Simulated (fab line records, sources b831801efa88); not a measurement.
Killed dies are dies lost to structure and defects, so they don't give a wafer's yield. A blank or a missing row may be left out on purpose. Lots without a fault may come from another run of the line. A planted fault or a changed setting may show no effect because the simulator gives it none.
fab line records | flow sky130
record lots=6 wafers=18 last_day=49
route steps=708 shown POLY_GATE@222 PAD_OPEN@708
lots that met no fault: from a run of the same line without faults
start_h: hours from the record's first day to the start of the lot's first wafer shown | wait_h: hours since the lot's step before | " the same as in the row above | L1.1+2: a row that stands for several wafers | - no value, or no start given | * or withheld: withheld | < > ~ a bound
route shown NAME@n: a module of which the file shows steps, and the number in the route of the first | usual: mean/standard deviation of fault-free wafers | same: alike in all rows | chamber/n: place in a boat | sites: the reading at each site | _std_site: their standard deviation | _edge_site: outer sites' mean less inner sites' | radius_mm: how far each site lies from the wafer's centre | mask NAME#n: copy n | behind: the tool/chamber that last shaped the wafer | hold: why the lot was held/for how many hours/how that ended | device: the transistor (n, p or np) that didn't switch | end of line: the same wafers' tests at the end of the route | a step without rows: its recipe alone | killed: dies lost to structure and defects at the first sort, not the wafer's yield | map: a wafer's dies, x killed, . not, _ none there
set.NAME: the setting as run; set.NAME@STEP: as run at that earlier step | model.NAME: the simulator's own value behind a step, which no gauge read
lots at some steps of the route; a table a step, a row a wafer
services: from which hour (start_h, from the record's first day; less than 0 if before it) a tool's chamber was out of use, for how many hours, and why
## steps
# step SKY_POLY_GATE_COAT_08
# recipe resist=KrF-thick spin_rpm=3000 resist_thk_nm=450
# step SKY_POLY_GATE_SOFTBAKE_09
# recipe temp_c=100 time_s=90 resist=KrF-thick
# step SKY_POLY_GATE_EXPOSE_10
# recipe mask_id=P1M na=0.68 source_shape=conventional sigma_outer=0.6 target_cd_nm=150 dose_mj=28
# step SKY_POLY_GATE_PEB_11
# recipe peb_temp_c=withheld peb_time_s=withheld resist=KrF-thick
# step SKY_POLY_GATE_DEVELOP_12
# recipe develop_time_s=60 resist=KrF-thick dev_temp_c=21
# step SKY_POLY_GATE_CD_MEAS_13
# recipe target_cd_nm=150
# usual cd_nm=149.9/1.4
# columns lot.wafer tool chamber start_h wait_h cd_nm
L909.2 cd_sem-02 - 391.88 - 150.7
L909.3 " - " " 151.1
L909.4 " - " " 151.9
L916.1 cd_sem-02 - 442.04 - 150.2
L916.3 " - " " 151.9
L916.4 " - " " 150.3
L920.1 cd_sem-01 - 485.57 - 151.5
L920.2 " - " " 151.6
L920.6 " - " " 150.3
L921.3 cd_sem-01 - 487.63 - 151.3
L921.4 " - " " 149.3
L921.6 " - " " 149.8
L924.2 cd_sem-01 - 516.77 - 149.0
L924.3 " - " " 147.2
L924.5 " - " " 148.5
L929.2 cd_sem-02 - 550.50 - 150.5
L929.3 " - " " 150.3
L929.5 " - " " 151.0
# step SKY_POLY_GATE_OVL_MEAS_14
# usual POLY_GATE_OVL=-2/4.7
# columns lot.wafer tool chamber start_h wait_h POLY_GATE_OVL[nm]
L909.2 overlay-02 - 391.98 0.1 2
L909.3 " - " " -8
L909.4 " - " " -9
L916.1 overlay-02 - 442.16 0.1 -4
L916.3 " - " " -4
L916.4 " - " " -1
L920.1 overlay-02 - 485.69 0.1 -6
L920.2 " - " " -9
L920.6 " - " " -3
L921.3 overlay-02 - 487.72 0.1 -1
L921.4 " - " " 2
L921.6 " - " " 2
L924.2 overlay-02 - 516.88 0.1 -2
L924.3 " - " " -3
L924.5 " - " " -8
L929.2 overlay-01 - 550.61 0.1 -3
L929.3 " - " " 7
L929.5 " - " " -10
# step SKY_POLY_GATE_ETCH_15
# recipe chemistry=N2/H2 target=BARC ion_energy_ev=200 source_w=500 bias_w=100 pressure_mtorr=30 n2_flow_sccm=100 h2_flow_sccm=200 stop_on=SiO2 time_s=118.5 target_depth_a=1100
# usual drypump_motor_current_A=5.7/0.42 oes_product_au=0.716/0.0051 rf_fwd_power_W=497.6/1.6 throttle_valve_pct=13.213/0.0096
# columns lot.wafer tool chamber start_h wait_h drypump_motor_current_A oes_product_au rf_fwd_power_W rf_hours_counter_h throttle_valve_pct
L909.2 rie_diel-03 2 392.01 0.0 5.7 0.717 499.1 1 13.207
L909.3 " 0 " " 5.4 0.727 497.6 72 13.192
L909.4 " 1 " " 6.1 0.725 494.8 2 13.224
L916.1 rie_diel-03 3 442.19 0.0 4.9 0.715 498.9 2 13.202
L916.3 " 2 " " 5.7 0.717 498.1 2 13.225
L916.4 " 0 " " 5.4 0.716 494.0 73 13.213
L920.1 rie_diel-03 3 485.73 0.0 4.9 0.722 497.9 2 13.209
L920.2 " 2 " " 5.7 0.726 498.1 3 13.200
L920.6 " 3 " " 4.9 0.718 497.3 - 13.233
L921.3 rie_diel-03 0 487.74 0.0 5.4 0.724 499.2 73 13.232
L921.4 " 2 " " 5.7 0.713 498.5 3 13.219
L921.6 " 2 " " 5.7 0.723 496.1 - 13.221
L924.2 rie_diel-02 0 516.91 0.0 6.2 0.714 494.8 1 13.216
L924.3 " 3 " " 5.5 0.706 495.4 4 13.221
L924.5 " 1 " " 5.6 0.710 498.5 - 13.198
L929.2 rie_diel-03 1 550.64 0.0 6.1 0.712 497.8 5 13.211
L929.3 " 3 " " 4.9 0.721 495.7 4 13.199
L929.5 " 0 " " 5.4 0.712 495.2 - 13.215
# step SKY_POLY_GATE_ETCH_16
# recipe stop_on=poly-Si chemistry=CH3F/O2 target=Si3N4 source_w=400 bias_w=80 pressure_mtorr=25 ch3f_flow_sccm=40 O2_flow_sccm=30 time_s=147.5 target_depth_a=750
# usual drypump_motor_current_A=5.7/0.42 oes_product_au=0.640/0.0053 rf_fwd_power_W=398.4/1.2 throttle_valve_pct=10.535/0.0096
# columns lot.wafer tool chamber start_h wait_h drypump_motor_current_A oes_product_au rf_fwd_power_W rf_hours_counter_h throttle_valve_pct
L909.2 rie_diel-03 2 392.09 0.0 5.7 0.644 398.8 1 10.530
L909.3 " 0 " " 5.4 0.648 399.2 72 10.531
L909.4 " 1 " " 6.0 0.635 398.0 2 10.522
L916.1 rie_diel-03 3 442.27 0.0 4.9 0.640 398.8 2 10.518
L916.3 " 2 " " 5.7 0.638 395.6 2 10.547
L916.4 " 0 " " 5.3 0.638 398.2 73 10.537
L920.1 rie_diel-03 3 485.81 0.0 4.9 0.640 398.9 2 10.544
L920.2 " 2 " " 5.7 0.639 398.5 3 10.517
L920.6 " 3 " " 4.9 0.637 399.2 - 10.537
L921.3 rie_diel-03 0 487.82 0.0 5.4 0.642 397.7 74 10.531
L921.4 " 2 " " 5.7 0.639 397.7 3 10.555
L921.6 " 2 " " 5.7 0.641 398.1 - 10.535
L924.2 rie_diel-02 0 516.99 0.0 6.2 0.642 397.8 1 10.533
L924.3 " 3 " " 5.5 0.642 399.9 4 10.538
L924.5 " 1 " " 5.6 0.641 398.1 - 10.557
L929.2 rie_diel-03 1 550.72 0.0 6.0 0.634 396.2 5 10.519
L929.3 " 3 " " 4.9 0.636 398.3 4 10.543
L929.5 " 0 " " 5.4 0.635 399.8 - 10.536
# step SKY_POLY_GATE_ETCH_17
# recipe target_depth_nm=180 stop_on=SiO2 over_etch_frac=0.56667 chemistry=HBr/Cl2 target=poly-Si icp_w=400 bias_w=100 pressure_mtorr=10 HBr_flow_sccm=150 Cl2_flow_sccm=50 time_s=70.5
# usual drypump_motor_current_A=5.6/0.52 oes_product_au=0.983/0.0091 rf_fwd_power_W=397.0/1.4 throttle_valve_pct=33.685/0.0097
# columns lot.wafer tool chamber start_h wait_h drypump_motor_current_A oes_product_au rf_fwd_power_W rf_hours_counter_h throttle_valve_pct
L909.2 rie_si-01 1 392.19 0.0 6.0 0.983 395.9 52 33.679
L909.3 " 2 " " 5.6 0.955 397.1 2 33.685
L909.4 " 3 " " 5.6 0.969 398.4 40 33.667
L916.1 rie_si-01 1 442.37 0.0 6.0 0.984 395.9 53 33.698
L916.3 " 2 " " 5.6 0.978 398.3 3 33.688
L916.4 " 3 " " 5.6 0.969 396.8 41 33.692
L920.1 rie_si-02 0 485.91 0.0 5.1 0.996 395.2 5 33.686
L920.2 " 2 " " 5.1 0.987 398.2 3 33.679
L920.6 " 2 " " 5.1 0.978 396.6 - 33.688
L921.3 rie_si-01 0 487.92 0.0 6.5 0.990 397.0 2 33.688
L921.4 " 3 " " 5.5 0.980 397.4 41 33.691
L921.6 " 1 " " 6.0 0.997 398.0 - 33.691
L924.2 rie_si-02 3 517.09 0.0 5.2 0.988 395.3 45 33.694
L924.3 " 0 " " 5.0 0.994 396.3 5 33.675
L924.5 " 1 " " 5.2 0.981 397.9 - 33.695
L929.2 rie_si-02 2 550.82 0.0 5.1 0.981 399.5 4 33.675
L929.3 " 1 " " 5.2 0.988 396.1 4 33.664
L929.5 " 2 " " 5.1 0.972 399.2 - 33.693
# step SKY_POLY_GATE_STRIP_18
# recipe chemistry=O2/N2 power_w=1400 pressure_mtorr=1500 platen_temp_c=withheld o2_flow_sccm=3000 n2_flow_sccm=300 overash_fraction=0.5
# usual drypump_motor_current_A=5.8/0.46 oes_product_au=0.361/0.0045 strip_time_to_endpoint_s=3.18/0.035
# columns lot.wafer tool chamber start_h wait_h drypump_motor_current_A oes_product_au rf_hours_counter_h strip_time_to_endpoint_s
L909.2 plasma_asher-02 0 392.25 0.0 5.9 0.359 23 3.12
L909.3 " 0 " " 5.9 0.361 - 3.17
L909.4 " 1 " " 5.3 0.369 - 3.19
L916.1 plasma_asher-01 0 442.43 0.0 5.3 0.371 1 3.21
L916.3 " 1 " " 6.3 0.361 - 3.18
L916.4 " 0 " " 5.3 0.361 - 3.20
L920.1 plasma_asher-03 1 485.96 0.0 5.6 0.352 71 3.23
L920.2 " 0 " " 6.5 0.356 71 3.21
L920.6 " 0 " " 6.5 0.360 - 3.21
L921.3 plasma_asher-01 0 488.01 0.1 5.3 0.365 - 3.19
L921.4 " 1 " " 6.3 0.363 - 3.17
L921.6 " 0 " " 5.3 0.370 - 3.16
L924.2 plasma_asher-01 0 517.16 0.0 5.3 0.357 9 3.19
L924.3 " 0 " " 5.3 0.362 - 3.14
L924.5 " 0 " " 5.3 0.366 - 3.19
L929.2 plasma_asher-03 0 550.88 0.0 6.5 0.357 78 3.19
L929.3 " 0 " " 6.5 0.361 - 3.19
L929.5 " 0 " " 6.5 0.354 - 3.19
# step SKY_POLY_GATE_CLEAN_19
# recipe chemistry=SC1/SC2 mix=1:4:20 temp_c=70 time_s=150 dry=n2_spin
# step SKY_POLY_GATE_OXIDATION_20
# recipe temp_c=850 ambient=O2 stabilise_s=600 purge_s=300 target_thk_a=40 ox_time_s=899
# usual spike_tc_bottom_C=868.6/1.1 spike_tc_centre_C=850.3/1.3 spike_tc_lower_C=849.3/1.1 spike_tc_upper_C=850.7/1.2 tube_center_temp_C=850/0.08 tube_center_temp_C_max=852.1/0.32 zone_power_centre_pct=16.95/0.17 zone_power_lower_pct=16.1/0.51 zone_power_top_pct=29.5/0.33 zone_power_upper_pct=14.9/1.1
# columns lot.wafer tool chamber start_h wait_h spike_tc_bottom_C spike_tc_centre_C spike_tc_lower_C spike_tc_upper_C tube_center_temp_C tube_center_temp_C_max zone_power_centre_pct zone_power_lower_pct zone_power_top_pct zone_power_upper_pct model.SiO2_of_POLY_GATE_OXIDATION_20.thk_nm
L909.2 furnace-01 0 393.27 0.9 867.2 850.8 850.0 850.2 850.04 852.2 17.35 16.6 29.9 13.8 3.926
L909.3 " 0 " " 868.3 850.0 847.8 851.1 849.93 852.4 16.89 16.4 29.1 13.7 3.87
L909.4 " 0 " " 868.2 851.1 848.3 850.5 849.9 851.9 17.19 16.6 29.5 13.6 3.89
L916.1 furnace-02 0 443.24 0.7 867.4 851.1 849.0 849.9 849.95 852.5 17.00 15.6 29.2 16.0 4.084
L916.3 " 0 " " 867.9 848.9 847.7 850.2 849.96 852.8 16.97 15.2 30.1 15.9 4.111
L916.4 " 0 " " 868.7 852.1 849.8 852.5 849.9 851.7 17.07 15.4 30.1 15.8 4.07
L920.1 furnace-02 0 486.12 0.0 886.0 863.9 864.7 866.3 865.35 867.6 17.51 16.3 30.9 16.3 4.863
L920.2 " 0 " " 886.0 863.9 867.0 868.0 865.33 867.2 17.64 16.2 30.8 16.4 4.844
L920.6 " 0 " " 882.9 863.8 865.3 866.6 865.28 867.4 17.52 16.2 30.3 16.5 4.861
L921.3 furnace-02 0 488.13 0.0 884.6 865.8 865.3 865.7 865.45 867.3 17.71 16.3 30.5 16.3 4.788
L921.4 " 0 " " 884.6 863.9 864.2 866.7 865.29 867.7 17.54 16.1 30.4 16.3 4.848
L921.6 " 0 " " 885.0 865.7 864.8 864.7 865.44 867.3 17.49 16.0 30.5 16.6 4.921
L924.2 furnace-01 0 517.31 0.0 868.4 849.5 848.8 847.2 849.96 851.8 16.99 16.6 29.0 13.8 3.972
L924.3 " 0 " " 868.2 851.2 848.3 848.7 850.07 852.5 16.84 16.8 29.5 13.7 3.929
L924.5 " 0 " " 867.7 851.2 849.3 849.9 850.18 852.1 17.14 16.5 29.4 13.7 4.007
L929.2 furnace-01 0 551.03 0.0 867.6 853.3 848.5 848.6 849.97 852.5 17.25 16.6 30.0 13.8 4.043
L929.3 " 0 " " 866.7 849.0 847.6 849.6 850.02 852.2 17.09 16.4 29.0 13.8 4.064
L929.5 " 0 " " 866.0 851.7 849.9 850.0 849.94 851.9 16.98 16.4 30.0 13.7 4.011
# step SKY_POLY_GATE_THK_MEAS_21
# recipe reads=SiO2_of_POLY_GATE_OXIDATION_20
# usual POLY_GATE_OXIDATION_THK=3.99/0.083
# columns lot.wafer tool chamber start_h wait_h POLY_GATE_OXIDATION_THK[nm]
L909.2 film_metro-01 - 394.53 0.0 3.93
L909.3 " - " " 3.86
L909.4 " - " " 3.93
L916.1 film_metro-02 - 444.49 0.0 4.11
L916.3 " - " " 4.18
L916.4 " - " " 4.04
L920.1 film_metro-03 - 487.37 0.0 4.84
L920.2 " - " " 4.78
L920.6 " - " " 4.83
L921.3 film_metro-03 - 489.40 0.0 4.80
L921.4 " - " " 4.80
L921.6 " - " " 4.92
L924.2 film_metro-03 - 518.57 0.0 4.02
L924.3 " - " " 3.98
L924.5 " - " " 4.00
L929.2 film_metro-03 - 552.29 0.0 4.06
L929.3 " - " " 4.06
L929.5 " - " " 3.99
# step SKY_POLY_GATE_CD_MEAS_22
# usual cd_nm=149.2/2.2
# columns lot.wafer tool chamber start_h wait_h cd_nm
L909.2 cd_sem-01 - 394.61 0.1 151.1
L909.3 " - " " 152.1
L909.4 " - " " 153.4
L916.1 cd_sem-01 - 444.55 0.1 148.2
L916.3 " - " " 150.2
L916.4 " - " " 151.0
L920.1 cd_sem-02 - 487.43 0.1 150.7
L920.2 " - " " 149.6
L920.6 " - " " 147.0
L921.3 cd_sem-01 - 489.50 0.1 151.0
L921.4 " - " " 147.7
L921.6 " - " " 149.5
L924.2 cd_sem-01 - 518.65 0.1 151.8
L924.3 " - " " 146.4
L924.5 " - " " 150.1
L929.2 cd_sem-01 - 552.37 0.1 150.5
L929.3 " - " " 150.8
L929.5 " - " " 151.7
# step SKY_PAD_OPEN_PROBE_99
# usual killed_at_M0_to_M3=44/7.3 killed_at_M4_up=3.5/1.8 killed_at_contacts=24/5.8 killed_at_front_end=16/4.3 killed_at_other=0.5/0.68 killed_dies=88/9.4 killed_open=48/6.8 killed_short=40/6.1
# same gross_dies=492 killed_at_back_side=0
# columns lot.wafer tool chamber start_h wait_h killed_at_M0_to_M3 killed_at_M4_up killed_at_contacts killed_at_front_end killed_at_other killed_dies killed_open killed_short model.etest.tip_p.rs_ohm_sq model.etest.tip_sonos.rs_ohm_sq model.etest.tip_n.rs_ohm_sq model.etest.res_pdiff.rs_ohm_sq
L909.2 prober-02 - 1093.88 0.1 43 5 26 13 0 87 45 41 6916 2660 436.7 192.4
L909.3 prober-02 - 1093.93 0.2 41 3 23 14 0 81 48 32 6954 2656 440.8 191.6
L909.4 prober-02 - 1093.98 0.2 40 3 22 18 0 83 44 39 6946 2672 438.9 191.2
L916.1 prober-02 - 1125.27 0.1 48 2 21 21 0 92 56 36 6828 2542 445.2 196.2
L916.3 prober-02 - 1125.37 0.2 47 1 15 12 1 76 44 32 6936 2569 444.6 195.5
L916.4 prober-02 - 1125.42 0.2 54 6 16 19 0 95 44 50 6878 2573 440.8 195.6
L921.3 prober-02 - 1153.84 0.2 41 3 30 26 0 100 61 39 6917 2613 455.5 201.5
L921.4 prober-02 - 1153.89 0.2 42 2 26 24 0 94 46 48 6927 2646 455.9 201.2
L921.6 prober-02 - 1153.99 0.2 43 3 25 20 1 92 50 41 6962 2644 453.3 200.4
L920.1 prober-01 - 1155.25 0.1 48 3 29 24 0 104 62 39 6880 2803 454.9 201.3
L920.2 prober-01 - 1155.30 0.1 49 4 29 22 0 104 54 49 6908 2767 460 204.1
L920.6 prober-01 - 1155.50 0.2 44 2 31 18 1 96 51 44 6925 2798 460.7 204.8
L924.2 prober-02 - 1170.30 0.1 45 6 32 12 1 96 53 42 7033 2636 436.7 202.7
L924.3 prober-02 - 1170.35 0.2 38 2 14 17 1 72 38 33 6924 2571 438.1 201.7
L924.5 prober-02 - 1170.45 0.2 37 5 33 14 1 90 37 53 6899 2635 437.8 200.9
L929.2 prober-02 - 1187.77 0.1 47 3 19 18 0 87 50 37 6750 2668 437 195.7
L929.3 prober-02 - 1187.82 0.2 39 0 19 16 0 74 40 34 6672 2614 434.9 194.7
L929.5 prober-02 - 1187.92 0.2 40 4 22 14 1 81 48 32 6776 2641 434.7 194.8
# killed by level:class
L909.2 VIA1:geometric_particle:open=12 VIA3:geometric_particle:open=11 CONTACT:geometric_particle:short=10 LI_CONTACT:geometric_particle:open=5 CONTACT:geometric_particle:open=5 METAL4:geometric_particle:short=5 METAL1:geometric_particle:short=4 VIA2:geometric_particle:short=4
L909.3 CONTACT:geometric_particle:open=10 VIA1:geometric_particle:open=10 VIA1:geometric_particle:short=6 VIA2:geometric_particle:open=6 FIELD_ISO:geometric_particle:open=5 LOCAL_INTERCONNECT:geometric_particle:short=5 VIA3:geometric_particle:open=5 LI_CONTACT:geometric_particle:open=4
L909.4 LI_CONTACT:geometric_particle:open=8 CONTACT:geometric_particle:open=8 METAL2:geometric_particle:short=7 VIA2:geometric_particle:open=7 POLY_GATE:geometric_particle:short=6 VIA1:geometric_particle:open=6 POLY_GATE:geometric_particle:open=5 VIA1:geometric_particle:short=4
L916.1 VIA1:geometric_particle:open=11 CONTACT:geometric_particle:open=9 VIA3:geometric_particle:open=7 POLY_GATE:geometric_particle:open=5 POLY_GATE:geometric_particle:short=5 LI_CONTACT:geometric_particle:open=5 VIA1:geometric_particle:short=5 VIA2:geometric_particle:open=5
L916.3 VIA1:geometric_particle:open=15 VIA3:geometric_particle:open=8 CONTACT:geometric_particle:open=7 METAL2:geometric_particle:short=5 FIELD_ISO:geometric_particle:short=4 VIA3:geometric_particle:short=4 FIELD_ISO:geometric_particle:open=3 LI_CONTACT:geometric_particle:open=3
L916.4 METAL1:geometric_particle:short=9 VIA3:geometric_particle:open=8 METAL2:geometric_particle:short=7 VIA1:geometric_particle:open=7 FIELD_ISO:geometric_particle:open=6 METAL4:geometric_particle:short=6 VIA2:geometric_particle:open=6 POLY_GATE:geometric_particle:short=5
L921.3 CONTACT:geometric_particle:open=12 LI_CONTACT:geometric_particle:open=11 VIA1:geometric_particle:open=8 METAL1:geometric_particle:short=7 POLY_GATE:geometric_particle:short=7 FIELD_ISO:geometric_particle:open=6 METAL2:geometric_particle:short=6 VIA2:geometric_particle:open=6
L921.4 CONTACT:geometric_particle:open=8 VIA1:geometric_particle:open=8 METAL2:geometric_particle:short=8 POLY_GATE:geometric_particle:open=7 LI_CONTACT:geometric_particle:open=7 LOCAL_INTERCONNECT:geometric_particle:short=6 FIELD_ISO:geometric_particle:short=5 POLY_GATE:geometric_particle:short=5
L921.6 METAL1:geometric_particle:short=8 LI_CONTACT:geometric_particle:open=8 VIA1:geometric_particle:open=8 CONTACT:geometric_particle:open=6 VIA2:geometric_particle:open=6 FIELD_ISO:geometric_particle:open=5 CONTACT:geometric_particle:short=5 VIA3:geometric_particle:open=5
L920.1 VIA3:geometric_particle:open=12 VIA1:geometric_particle:open=12 CONTACT:geometric_particle:open=10 METAL1:geometric_particle:short=7 LI_CONTACT:geometric_particle:open=6 CONTACT:geometric_particle:short=6 FIELD_ISO:geometric_particle:open=5 FIELD_ISO:geometric_particle:short=4
L920.2 CONTACT:geometric_particle:open=12 VIA3:geometric_particle:open=10 VIA2:geometric_particle:open=8 LI_CONTACT:geometric_particle:open=7 METAL1:geometric_particle:short=6 METAL3:geometric_particle:short=6 FIELD_ISO:geometric_particle:open=5 METAL2:geometric_particle:short=5
L920.6 VIA1:geometric_particle:open=13 LI_CONTACT:geometric_particle:open=10 CONTACT:geometric_particle:open=9 VIA3:geometric_particle:open=6 CONTACT:geometric_particle:short=5 FIELD_ISO:geometric_particle:short=4 POLY_GATE:geometric_particle:open=4 LI_CONTACT:geometric_particle:short=4
L924.2 CONTACT:geometric_particle:open=12 VIA1:geometric_particle:open=10 CONTACT:geometric_particle:short=8 VIA3:geometric_particle:open=7 LI_CONTACT:geometric_particle:open=6 METAL2:geometric_particle:short=6 VIA2:geometric_particle:open=6 POLY_GATE:geometric_particle:short=5
L924.3 VIA3:geometric_particle:open=8 CONTACT:geometric_particle:open=7 VIA1:geometric_particle:open=7 FIELD_ISO:geometric_particle:short=5 FIELD_ISO:geometric_particle:open=5 VIA2:geometric_particle:open=5 CONTACT:geometric_particle:short=4 METAL1:geometric_particle:short=4
L924.5 CONTACT:geometric_particle:short=12 CONTACT:geometric_particle:open=9 VIA1:geometric_particle:open=8 VIA2:geometric_particle:open=6 FIELD_ISO:geometric_particle:short=5 METAL1:geometric_particle:short=5 LI_CONTACT:geometric_particle:open=5 LOCAL_INTERCONNECT:geometric_particle:short=4
L929.2 VIA2:geometric_particle:open=11 VIA1:geometric_particle:open=10 LI_CONTACT:geometric_particle:open=8 VIA1:geometric_particle:short=6 METAL2:geometric_particle:short=6 CONTACT:geometric_particle:open=5 METAL1:geometric_particle:short=5 FIELD_ISO:geometric_particle:open=4
L929.3 VIA1:geometric_particle:open=11 LI_CONTACT:geometric_particle:open=10 CONTACT:geometric_particle:open=6 POLY_GATE:geometric_particle:short=5 VIA2:geometric_particle:open=5 VIA3:geometric_particle:short=5 METAL1:geometric_particle:short=4 FIELD_ISO:geometric_particle:short=3
L929.5 CONTACT:geometric_particle:open=10 VIA1:geometric_particle:open=10 FIELD_ISO:geometric_particle:open=6 LI_CONTACT:geometric_particle:open=5 VIA3:geometric_particle:short=5 VIA2:geometric_particle:open=5 METAL1:geometric_particle:short=5 METAL3:geometric_particle:short=5
## services
# columns tool chamber start_h hours kind
plasma_asher-02 - 373.87 12.6 repair
rie_diel-03 0 393.66 2.5 repair
furnace-01 - 397.42 3.4 pm
rie_diel-02 2 401.21 1.4 repair
rie_diel-02 1 406.71 2.9 repair
furnace-02 - 410.19 2.9 pm
plasma_asher-01 - 421.25 9.0 pm
plasma_asher-01 0 421.25 9.0 vent_cycle
plasma_asher-01 1 421.25 9.0 vent_cycle
plasma_asher-01 0 430.25 - clean
plasma_asher-01 1 430.25 - clean
plasma_asher-03 - 471.37 7.7 repair
furnace-01 - 471.91 3.5 pm
furnace-02 - 482.87 3.1 pm
rie_diel-03 2 490.01 17.9 repair
plasma_asher-01 - 500.83 1.7 repair
furnace-01 - 505.01 3.1 pm
rie_si-01 1 509.41 - clean
rie_si-01 1 509.41 22.2 scheduled_down
rie_si-01 1 509.41 22.2 vent_cycle
rie_si-02 0 536.91 3.0 repair
rie_diel-02 3 540.01 1.2 repair
rie_si-02 3 545.10 - clean
rie_si-02 3 545.10 24.4 scheduled_down
## key
first_sign step=SKY_POLY_GATE_OXIDATION_20 reading=tube_center_temp_C direction=up sigmas=99+ usual=* struck=*
effect step=SKY_POLY_GATE_OXIDATION_20 reading=tube_center_temp_C_max direction=up sigmas=48 usual=* struck=*
effect step=SKY_POLY_GATE_THK_MEAS_21 reading=POLY_GATE_OXIDATION_THK direction=up sigmas=10 usual=3.99 struck=4.83
model_effect step=SKY_POLY_GATE_OXIDATION_20 value=SiO2_of_POLY_GATE_OXIDATION_20.thk_nm without=4.012 struck=4.854
model_effect step=SKY_PAD_OPEN_PROBE_99 value=etest.tip_p.rs_ohm_sq without=6783 struck=6920
met_at SKY_POLY_GATE_OXIDATION_20
struck_wafers L920.1,L920.2,L920.6,L921.3,L921.4,L921.6
tester_left_out L920,L921
onset_between 443.24 486.12
fault kind=process_parameter_drift tool=furnace-02 chamber=- onset_h=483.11 steps=SKY_POLY_GATE_OXIDATION_20 channel=temp_c offset=* shape=step end_h=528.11 acts_in=* stated=*
# tester_left_out: of these lots the tester's yield and bins aren't shown, on N5 and GAA mostly nor the transistor test; their killed dies are dies lost to structure and defects alone, not to doping, threshold or leakage, so they don't give the yield
